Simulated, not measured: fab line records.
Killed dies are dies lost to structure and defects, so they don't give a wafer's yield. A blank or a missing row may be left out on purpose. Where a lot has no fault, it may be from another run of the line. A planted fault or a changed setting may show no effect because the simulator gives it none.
fab line records	flow sky130
[record] lots = 6	wafers = 18	lastDay = 49
route steps=708 shown VIA1@482 METAL2@483 PAD_OPEN@708
lots that met no fault: from a run of the same line without faults
startH: hours from the record's first day to the start of the lot's first wafer shown	waitH: hours elapsed since this lot's preceding step	" unchanged from the row above	L1.1+2: several wafers, shown together as one row	- no value, or no start was given	* or withheld: withheld	< > ~ a bound
route shown NAME@n: names a module that has steps shown in the file, with the first one's number in the route	usual: the fault-free wafers' mean and standard deviation	same: alike in all rows	chamber/n: place in a boat	sites: readings site by site	_std_site: the values' standard deviation	_edge_site: mean of outer sites minus mean of inner sites	radiusMm: how far each site lies from the wafer's centre	mask NAME#n: copy n	behind: the last tool/chamber to shape the wafer	hold: cause of the lot's hold/its duration in hours/its outcome	device: the n, p or np transistor that did not switch	end of line: at the end of the route, the tests of the same wafers	where a step has no rows: the recipe by itself	killed: dies that structure and defects cost at the first sort, which is not the same as the wafer's yield	map: per-die view of a wafer (x killed, . not killed, _ where there is no die)
set.NAME: the setting that was run; set.NAME@STEP: the one run at that earlier step	model.NAME: the simulator's own value behind a step, which no gauge read
lots at some steps of the route; a table a step, a row a wafer
services: a tool's chamber out of use, with start hour (startH, from the record's first day; less than 0 if before it), hours out, and reason
[[steps]]
[step SKY_VIA1_CMP_24]
[recipe] stopOn = SiO2	tOverpolishS = 15	downForcePsi = 3.5	platenRpm = 60	targetThkNm = 0	padVelocityMS = 0.94248
[usual] motorCurrentA = 10.9/1.4	overpolishRunS = 14.999/0.0093	timeToEndpointS = 66.1/2.2
lot.wafer	tool	chamber	startH	waitH	motorCurrentA	overpolishRunS	timeToEndpointS
L437.2	cmp-02	1	833.78	0.1	8.8	14.995	67.8
L437.4	"	2	"	"	11.9	15.005	68.4
L437.3	"	3	"	"	11.2	14.997	62.0
L438.3	cmp-01	2	841.20	0.1	13.2	15.008	66.9
L438.4	"	3	"	"	9.4	15.004	60.6
L438.6	"	1	"	"	10.7	15.005	69.1
L447.1	cmp-02	3	907.76	0.1	11.6	14.996	65.2
L447.2	"	0	"	"	10.3	14.997	72.5
L447.6	"	3	"	"	10.4	15.003	67.4
L449.4	cmp-02	0	919.83	0.1	10.1	15.009	67.9
L449.3	"	1	"	"	8.2	14.999	66.9
L449.5	"	3	"	"	10.9	14.998	63.7
L451.3	cmp-01	3	936.97	0.3	9.3	14.992	62.8
L451.2	"	0	"	"	11.2	15.013	64.3
L451.6	"	2	"	"	12.6	14.995	64.9
L453.1	cmp-02	2	941.53	0.1	11.3	14.994	66.5
L453.4	"	1	"	"	8.4	15.016	67.4
L453.6	"	2	"	"	11.7	14.999	68.0
[step SKY_METAL2_SPUTTER_00]
[recipe] material = Ti	targetThkNm = 15	powerW = 3000	timeS = 10	chamberPressurePa = 0.4
[usual] throttleValvePct = 30.1/0.53
lot.wafer	tool	chamber	startH	waitH	throttleValvePct
L437.2	pvdSputter-04	-	834.03	0.2	29.9
L437.3	"	-	"	"	30.5
L437.4	"	-	"	"	29.6
L438.3	pvdSputter-02	-	841.40	0.1	30.5
L438.4	"	-	"	"	30.2
L438.6	"	-	"	"	30.4
L447.1	pvdSputter-04	-	908.01	0.2	29.8
L447.2	"	-	"	"	30.0
L447.6	"	-	"	"	30.1
L449.3	pvdSputter-02	-	920.08	0.1	30.4
L449.4	"	-	"	"	31.2
L449.5	"	-	"	"	30.1
L451.2	pvdSputter-03	-	937.17	0.1	30.3
L451.3	"	-	"	"	28.9
L451.6	"	-	"	"	30.2
L453.1	pvdSputter-02	-	941.83	0.2	30.4
L453.4	"	-	"	"	30.1
L453.6	"	-	"	"	30.3
[step SKY_METAL2_SPUTTER_01]
[recipe] material = TiN	targetThkNm = 20	powerW = 6500	timeS = 16.7	chamberPressurePa = 0.4
[usual] throttleValvePct = 30.2/0.53
lot.wafer	tool	chamber	startH	waitH	throttleValvePct
L437.2	pvdSputter-04	-	834.05	0.0	29.9
L437.3	"	-	"	"	30.7
L437.4	"	-	"	"	29.3
L438.3	pvdSputter-02	-	841.42	0.0	30.7
L438.4	"	-	"	"	30.3
L438.6	"	-	"	"	30.7
L447.1	pvdSputter-04	-	908.03	0.0	30.0
L447.2	"	-	"	"	29.9
L447.6	"	-	"	"	30.0
L449.3	pvdSputter-02	-	920.10	0.0	30.4
L449.4	"	-	"	"	31.1
L449.5	"	-	"	"	30.5
L451.2	pvdSputter-03	-	937.19	0.0	30.5
L451.3	"	-	"	"	29.1
L451.6	"	-	"	"	30.3
L453.1	pvdSputter-02	-	941.85	0.0	30.4
L453.4	"	-	"	"	30.3
L453.6	"	-	"	"	30.5
[step SKY_METAL2_SPUTTER_02]
[recipe] material = AlCu	targetThkNm = 250	powerW = 10600	timeS = 13.3	chamberPressurePa = 0.4
[step SKY_METAL2_SPUTTER_03]
[recipe] material = Ti	targetThkNm = 5	powerW = 3000	timeS = 3.3	chamberPressurePa = 0.4
[usual] throttleValvePct = 30.1/0.51
lot.wafer	tool	chamber	startH	waitH	throttleValvePct
L437.2	pvdSputter-04	-	834.10	0.0	30.1
L437.3	"	-	"	"	30.5
L437.4	"	-	"	"	29.6
L438.3	pvdSputter-02	-	841.47	0.0	30.6
L438.4	"	-	"	"	30.3
L438.6	"	-	"	"	30.7
L447.1	pvdSputter-04	-	908.08	0.0	30.3
L447.2	"	-	"	"	29.8
L447.6	"	-	"	"	30.3
L449.3	pvdSputter-02	-	920.15	0.0	30.5
L449.4	"	-	"	"	31.1
L449.5	"	-	"	"	30.3
L451.2	pvdSputter-03	-	937.24	0.0	30.4
L451.3	"	-	"	"	28.8
L451.6	"	-	"	"	30.2
L453.1	pvdSputter-02	-	941.90	0.0	30.3
L453.4	"	-	"	"	30.1
L453.6	"	-	"	"	30.5
[step SKY_METAL2_SPUTTER_04]
[recipe] material = TiN	targetThkNm = 70	powerW = 6500	timeS = 58.3	chamberPressurePa = 0.4
[usual] throttleValvePct = 30.1/0.53
lot.wafer	tool	chamber	startH	waitH	throttleValvePct
L437.2	pvdSputter-04	-	834.12	0.0	30.3
L437.3	"	-	"	"	30.5
L437.4	"	-	"	"	29.7
L438.3	pvdSputter-02	-	841.49	0.0	30.7
L438.4	"	-	"	"	30.1
L438.6	"	-	"	"	30.4
L447.1	pvdSputter-04	-	908.10	0.0	30.0
L447.2	"	-	"	"	30.1
L447.6	"	-	"	"	30.0
L449.3	pvdSputter-02	-	920.17	0.0	30.4
L449.4	"	-	"	"	31.3
L449.5	"	-	"	"	30.3
L451.2	pvdSputter-03	-	937.26	0.0	30.4
L451.3	"	-	"	"	29.0
L451.6	"	-	"	"	30.0
L453.1	pvdSputter-02	-	941.92	0.0	30.7
L453.4	"	-	"	"	30.0
L453.6	"	-	"	"	30.6
[step SKY_METAL2_RS_MEAS_05]
[recipe] thkMeasGauge = four-point-probe	reads = TiN_of_METAL2_SPUTTER_04+Ti_of_METAL2_SPUTTER_03+AlCu_of_METAL2_SPUTTER_02+TiN_of_METAL2_SPUTTER_01+Ti_of_METAL2_SPUTTER_00
[usual] METAL2_ALCU_RS = 0.1268/0.0013
lot.wafer	tool	chamber	startH	waitH	METAL2_ALCU_RS[ohm/sq]
L437.2	filmMetro-03	-	834.19	0.0	0.1271
L437.3	"	-	"	"	0.1283
L437.4	"	-	"	"	0.1275
L438.3	filmMetro-03	-	841.58	0.1	0.1267
L438.4	"	-	"	"	0.1261
L438.6	"	-	"	"	0.1253
L447.1	filmMetro-04	-	908.15	0.0	0.1280
L447.2	"	-	"	"	0.1275
L447.6	"	-	"	"	0.1266
L449.3	filmMetro-04	-	920.26	0.1	0.1257
L449.4	"	-	"	"	0.1257
L449.5	"	-	"	"	0.1260
L451.2	filmMetro-04	-	937.33	0.0	0.1262
L451.3	"	-	"	"	0.1267
L451.6	"	-	"	"	0.1270
L453.1	filmMetro-03	-	941.97	0.0	0.1271
L453.4	"	-	"	"	0.1280
L453.6	"	-	"	"	0.1264
[step SKY_METAL2_THK_MEAS_06]
[recipe] thkMeasGauge = xrf	reads = AlCu_of_METAL2_SPUTTER_02
[usual] METAL2_ALCU_THK = 248.8/2.7
lot.wafer	tool	chamber	startH	waitH	METAL2_ALCU_THK[nm]
L437.2	filmMetro-03	-	834.30	0.1	249.6
L437.3	"	-	"	"	249.3
L437.4	"	-	"	"	250.1
L438.3	filmMetro-03	-	841.68	0.1	250.5
L438.4	"	-	"	"	249.6
L438.6	"	-	"	"	253.9
L447.1	filmMetro-04	-	908.27	0.1	244.5
L447.2	"	-	"	"	246.4
L447.6	"	-	"	"	246.2
L449.3	filmMetro-04	-	920.36	0.1	250.4
L449.4	"	-	"	"	250.7
L449.5	"	-	"	"	250.0
L451.2	filmMetro-04	-	937.44	0.1	248.8
L451.3	"	-	"	"	247.8
L451.6	"	-	"	"	246.4
L453.1	filmMetro-03	-	942.09	0.1	249.2
L453.4	"	-	"	"	248.1
L453.6	"	-	"	"	251.3
[step SKY_METAL2_DEHYDRATE_07]
[recipe] tempC = 200	timeS = 60
[step SKY_METAL2_HMDS_08]
[recipe] primeTimeS = 60	primeTempC = 120
[step SKY_METAL2_COAT_09]
[recipe] resist = BARC	tempC = withheld	timeS = withheld	spinRpm = 3000	resistThkNm = 60
[step SKY_METAL2_COAT_10]
[recipe] resist = KrF-thick	spinRpm = 3000	resistThkNm = 450
[step SKY_METAL2_SOFTBAKE_11]
[recipe] tempC = 100	timeS = 90	resist = KrF-thick
[usual] heaterPowerTotalW = 57.36/0.12	runLengthS = 119.11/0.2
lot.wafer	tool	chamber	startH	waitH	heaterPowerTotalW	runLengthS
L437.2	lithoTrack-04	0	847	-	57.30	118.95
L437.3	"	0	"	"	57.50	118.97
L437.4	"	0	"	"	57.41	118.96
L438.3	lithoTrack-01	0	854	-	57.30	119.24
L438.4	"	0	"	"	57.39	119.39
L438.6	"	0	"	"	57.26	119.26
L447.1	lithoTrack-03	0	920	-	57.44	118.88
L447.2	"	0	"	"	57.37	119.06
L447.6	"	0	"	"	57.56	118.85
L449.3	lithoTrack-01	0	932	-	59.23	110.70
L449.4	"	0	"	"	59.53	110.59
L449.5	"	0	"	"	59.29	110.76
L451.2	lithoTrack-01	0	949	-	59.36	111.06
L451.3	"	0	"	"	59.38	110.89
L451.6	"	0	"	"	59.16	110.65
L453.1	lithoTrack-04	0	953	-	57.45	118.94
L453.4	"	0	"	"	57.45	119.12
L453.6	"	0	954	-	57.44	119.32
[step SKY_METAL2_EXPOSE_12]
[recipe] maskId = MM2	na = 0.8	sourceShape = annular	sigmaInner = 0.55	sigmaOuter = 0.85	targetCdNm = 140	doseMj = 28
[step SKY_PAD_OPEN_PROBE_99]
[usual] defectLimitedYield = 82.8/2	killed_at_M0_to_M3 = 43/7.2	killed_at_M4_up = 3.0/2	killedAtContacts = 24/5.5	killedAtFrontEnd = 15/4.2	killedAtOther = 0.3/0.51	killedDies = 85/10	killedOpen = 46/7.3	killedShort = 38/6.4	sort_bin_3_pad_short = 0.9/0.42	sort_bin_5_function = 10.3/1.5	sort_bin_6_memory = 6.0/1.2	sortNPass = 407/10	sortYieldPct = 82.8/2
[same] grossDies = 492	killedAtBackSide = 0	sort_bin_4_leakage[%] = 0	sort_bin_8_speed[%] = 0
lot.wafer	tool	chamber	startH	waitH	defectLimitedYield[%]	killed_at_M0_to_M3	killed_at_M4_up	killedAtContacts	killedAtFrontEnd	killedAtOther	killedDies	killedOpen	killedShort	sort_bin_3_pad_short[%]	sort_bin_5_function[%]	sort_bin_6_memory[%]	sortNPass	sortYieldPct[%]
L437.2	prober-02	-	1111.30	0.1	82.5	40	1	22	23	0	86	48	38	0.8	10.0	6.7	406	82.5
L437.3	prober-02	-	1111.35	0.2	81.1	40	7	27	19	0	93	55	38	0.8	13.6	4.5	399	81.1
L437.4	prober-02	-	1111.40	0.2	82.3	42	6	21	18	0	87	36	51	2.2	9.6	5.9	405	82.3
L438.3	prober-01	-	1114.94	0.2	81.5	48	3	32	8	0	91	52	39	1.4	9.3	7.7	401	81.5
L438.4	prober-01	-	1114.99	0.2	85.6	27	1	31	12	0	71	40	31	0.4	8.1	5.9	421	85.6
L438.6	prober-01	-	1115.09	0.2	79.5	45	5	28	23	0	101	45	56	0.2	13.8	6.5	391	79.5
L447.1	prober-01	-	1162.95	0.1	85.4	37	4	15	16	0	72	47	25	0.4	8.7	5.5	420	85.4
L447.2	prober-01	-	1163.00	0.1	80.7	50	2	24	19	0	95	50	45	1.2	12.2	5.9	397	80.7
L447.6	prober-01	-	1163.20	0.2	84.1	45	1	22	9	1	78	38	40	0.8	10.0	5.1	414	84.1
L449.3	prober-01	-	1174.18	0.2	82.1	45	4	25	14	0	88	52	36	1.2	9.3	7.3	404	82.1
L449.4	prober-01	-	1174.23	0.2	87.2	26	2	23	12	0	63	31	32	0.4	8.7	3.7	429	87.2
L449.5	prober-01	-	1174.28	0.2	78.7	49	3	30	23	0	105	59	46	0.6	13.2	7.5	387	78.7
L453.1	prober-01	-	1187.18	0.1	82.7	38	3	27	17	0	85	44	41	0.8	10.8	5.7	407	82.7
L453.4	prober-01	-	1187.33	0.2	86.0	34	3	19	12	1	69	40	29	0.4	8.5	5.1	423	86.0
L453.6	prober-01	-	1187.43	0.2	83.7	43	2	20	15	0	80	44	36	1.0	8.3	6.9	412	83.7
// killed by level:class
L437.2 VIA2:geometricParticle:open=10 FIELD_ISO:geometricParticle:short=9 METAL2:geometricParticle:short=9 CONTACT:geometricParticle:open=8 LI_CONTACT:geometricParticle:open=6 VIA1:geometricParticle:open=6 FIELD_ISO:geometricParticle:open=5 CONTACT:geometricParticle:short=4
L437.3 CONTACT:geometricParticle:open=12 LI_CONTACT:geometricParticle:open=8 VIA1:geometricParticle:open=7 VIA2:geometricParticle:open=6 VIA3:geometricParticle:open=6 FIELD_ISO:geometricParticle:short=5 FIELD_ISO:geometricParticle:open=5 METAL4:geometricParticle:short=5
L437.4 METAL2:geometricParticle:short=10 FIELD_ISO:geometricParticle:short=9 CONTACT:geometricParticle:open=8 VIA1:geometricParticle:open=8 CONTACT:geometricParticle:short=7 VIA2:geometricParticle:open=7 POLY_GATE:geometricParticle:short=4 METAL1:geometricParticle:short=4
L438.3 VIA1:geometricParticle:open=10 VIA2:geometricParticle:open=10 LI_CONTACT:geometricParticle:open=8 CONTACT:geometricParticle:open=8 VIA3:geometricParticle:open=7 LOCAL_INTERCONNECT:geometricParticle:short=6 CONTACT:geometricParticle:short=5 VIA3:geometricParticle:short=5
L438.4 CONTACT:geometricParticle:open=13 LI_CONTACT:geometricParticle:open=8 VIA1:geometricParticle:open=6 CONTACT:geometricParticle:short=5 METAL1:geometricParticle:short=5 VIA2:geometricParticle:open=5 FIELD_ISO:geometricParticle:short=4 FIELD_ISO:geometricParticle:open=3
L438.6 METAL1:geometricParticle:short=10 CONTACT:geometricParticle:open=8 FIELD_ISO:geometricParticle:short=7 FIELD_ISO:geometricParticle:open=7 VIA1:geometricParticle:open=7 LI_CONTACT:geometricParticle:open=6 LOCAL_INTERCONNECT:geometricParticle:short=6 VIA3:geometricParticle:short=5
L447.1 VIA1:geometricParticle:open=8 VIA2:geometricParticle:open=8 CONTACT:geometricParticle:open=7 LI_CONTACT:geometricParticle:open=6 METAL1:geometricParticle:short=6 VIA3:geometricParticle:open=6 POLY_GATE:geometricParticle:open=5 FIELD_ISO:geometricParticle:open=4
L447.2 VIA1:geometricParticle:open=14 VIA3:geometricParticle:open=8 METAL2:geometricParticle:short=7 CONTACT:geometricParticle:open=6 LOCAL_INTERCONNECT:geometricParticle:short=6 POLY_GATE:geometricParticle:open=5 CONTACT:geometricParticle:short=5 VIA3:geometricParticle:short=5
L447.6 VIA3:geometricParticle:open=9 VIA1:geometricParticle:open=7 LOCAL_INTERCONNECT:geometricParticle:short=7 LI_CONTACT:geometricParticle:open=5 METAL1:geometricParticle:short=5 CONTACT:geometricParticle:open=5 METAL2:geometricParticle:short=5 VIA2:geometricParticle:short=5
L449.3 LI_CONTACT:geometricParticle:open=12 VIA2:geometricParticle:open=9 VIA1:geometricParticle:open=8 POLY_GATE:geometricParticle:short=6 METAL1:geometricParticle:open=5 VIA2:geometricParticle:short=5 VIA3:geometricParticle:open=5 METAL3:geometricParticle:short=4
L449.4 CONTACT:geometricParticle:open=9 METAL1:geometricParticle:short=6 VIA1:geometricParticle:short=5 METAL2:geometricParticle:short=5 LI_CONTACT:geometricParticle:open=4 CONTACT:geometricParticle:short=4 VIA1:geometricParticle:open=4 VIA2:geometricParticle:open=4
L449.5 VIA1:geometricParticle:open=16 LI_CONTACT:geometricParticle:open=12 CONTACT:geometricParticle:open=9 FIELD_ISO:geometricParticle:open=7 CONTACT:geometricParticle:short=6 METAL2:geometricParticle:short=6 VIA3:geometricParticle:open=6 FIELD_ISO:geometricParticle:short=5
L453.1 CONTACT:geometricParticle:open=11 VIA1:geometricParticle:open=9 VIA3:geometricParticle:open=7 POLY_GATE:geometricParticle:open=6 POLY_GATE:geometricParticle:short=5 CONTACT:geometricParticle:short=5 VIA3:geometricParticle:short=5 METAL2:geometricParticle:short=5
L453.4 VIA1:geometricParticle:open=7 VIA3:geometricParticle:open=7 METAL2:geometricParticle:short=6 LI_CONTACT:geometricParticle:open=5 LOCAL_INTERCONNECT:geometricParticle:short=5 CONTACT:geometricParticle:open=5 VIA2:geometricParticle:open=4 FIELD_ISO:geometricParticle:open=3
L453.6 VIA3:geometricParticle:open=8 CONTACT:geometricParticle:open=6 CONTACT:geometricParticle:short=6 METAL1:geometricParticle:short=6 METAL2:geometricParticle:short=6 VIA2:geometricParticle:open=6 POLY_GATE:geometricParticle:open=5 LI_CONTACT:geometricParticle:open=5
[[services]]
tool	chamber	startH	hours	kind
cmp-02	-	811.74	2.0	repair
pvdSputter-04	-	812.25	5.8	repair
pvdSputter-03	-	814.58	1.2	repair
cmp-01	-	816.59	2.8	repair
pvdSputter-04	-	859.06	4.7	repair
cmp-02	-	868.57	4.8	pm
cmp-01	-	877.65	3.1	repair
cmp-02	-	912.78	4.0	pm
cmp-02	-	916.78	-	consumableReplace:conditioner
cmp-02	-	916.78	-	consumableReplace:pad
[[key]]
[firstSign] step = SKY_METAL2_SOFTBAKE_11	reading = runLengthS	direction = down	sigmas = 42	usual = *	struck = *
[effect] step = SKY_METAL2_SOFTBAKE_11	reading = heaterPowerTotalW	direction = up	sigmas = 17	usual = *	struck = *
metAt SKY_METAL2_SOFTBAKE_11
struckWafers L449.3,L449.4,L449.5,L451.2,L451.3,L451.6
onsetBetween 854 932
[fault] kind = processParameterDrift	tool = lithoTrack-01	chamber = -	onsetH = 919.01	steps = SKY_METAL2_SOFTBAKE_11	channel = timeS	offset = *	shape = step	endH = 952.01	actsIn = *	stated = *
